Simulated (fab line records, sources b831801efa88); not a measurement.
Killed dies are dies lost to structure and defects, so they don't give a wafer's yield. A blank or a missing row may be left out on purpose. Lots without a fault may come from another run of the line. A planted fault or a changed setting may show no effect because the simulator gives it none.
Which tool did it? | flow sky130 | 12 lots, 36 wafers sampled, at 2 steps of a route of 708

WHAT THE GAUGES READ, wafer by wafer
SKY_CAP2M_RS_MEAS_03: measures by four-point-probe.
lot  | measured     | on            | CAP2M_TIN_RS (ohm/sq)
L075 | day 39 18:12 | film_metro-04 | 6.97 6.97 7.02
L077 | day 40 18:46 | film_metro-03 | 6.95 6.77 6.77
L079 | day 41 08:16 | film_metro-04 | 6.93 7.00 6.92
L081 | day 41 23:56 | film_metro-04 | 6.97 7.00 6.98
L083 | day 42 12:17 | film_metro-04 | 6.85 6.97 6.87
L086 | day 43 05:34 | film_metro-02 | 7.02 6.96 7.08
L087 | day 43 12:45 | film_metro-03 | 6.88 6.89 7.05
L089 | day 44 00:20 | film_metro-04 | 6.95 6.84 6.89
L091 | day 44 15:22 | film_metro-04 | 6.85 6.77 6.75
L093 | day 45 03:42 | film_metro-02 | 6.84 6.94 6.84
L095 | day 45 12:13 | film_metro-03 | 6.74 6.84 6.90
L097 | day 46 01:00 | film_metro-04 | 6.92 6.98 6.85

WHICH TOOL RAN EACH LOT (tool, then ch and the chambers of the sampled wafers, then the start)
lot  | SKY_CAP2M_CVD_00
L075 | pecvd-04 ch 0,2, day 39 17:59
L077 | pecvd-04 ch 0,1,2, day 40 18:33
L079 | pecvd-02 ch 1,2, day 41 08:04
L081 | pecvd-02 ch 0,1,2, day 41 23:44
L083 | pecvd-02 ch 0,1,2, day 42 12:03
L086 | pecvd-01 ch 1,2, day 43 05:23
L087 | pecvd-02 ch 0,2, day 43 12:32
L089 | pecvd-04 ch 0,2, day 44 00:08
L091 | pecvd-02 ch 0,1,2, day 44 15:08
L093 | pecvd-04 ch 0,1,2, day 45 03:29
L095 | pecvd-01 ch 0,1,2, day 45 11:59
L097 | pecvd-04 ch 0,1,2, day 46 00:48
- SKY_CAP2M_CVD_00: deposits SiO2, target thk 15.5 nm.

THE ANSWER, worked out from the rows above alone
Rule: what is usual is taken from the lots themselves. Put in order of their means at a reading, lots are off if they are a third of the lots or fewer, leave a main group of 4 or more, and stand apart from it by a gap of 3 or more times the standard deviation of the main group's means; of several such gaps the widest counts. A main group whose means are all the same, to the digits that the tables above print for the reading, isn't used. A lot without any number at a reading at which 4 lots or more have one is off too. The other lots that the step has rows for count as sound.
No lot is off at any reading shown: from this, nothing can be told.

WHAT THE SIMULATOR HAD PUT IN
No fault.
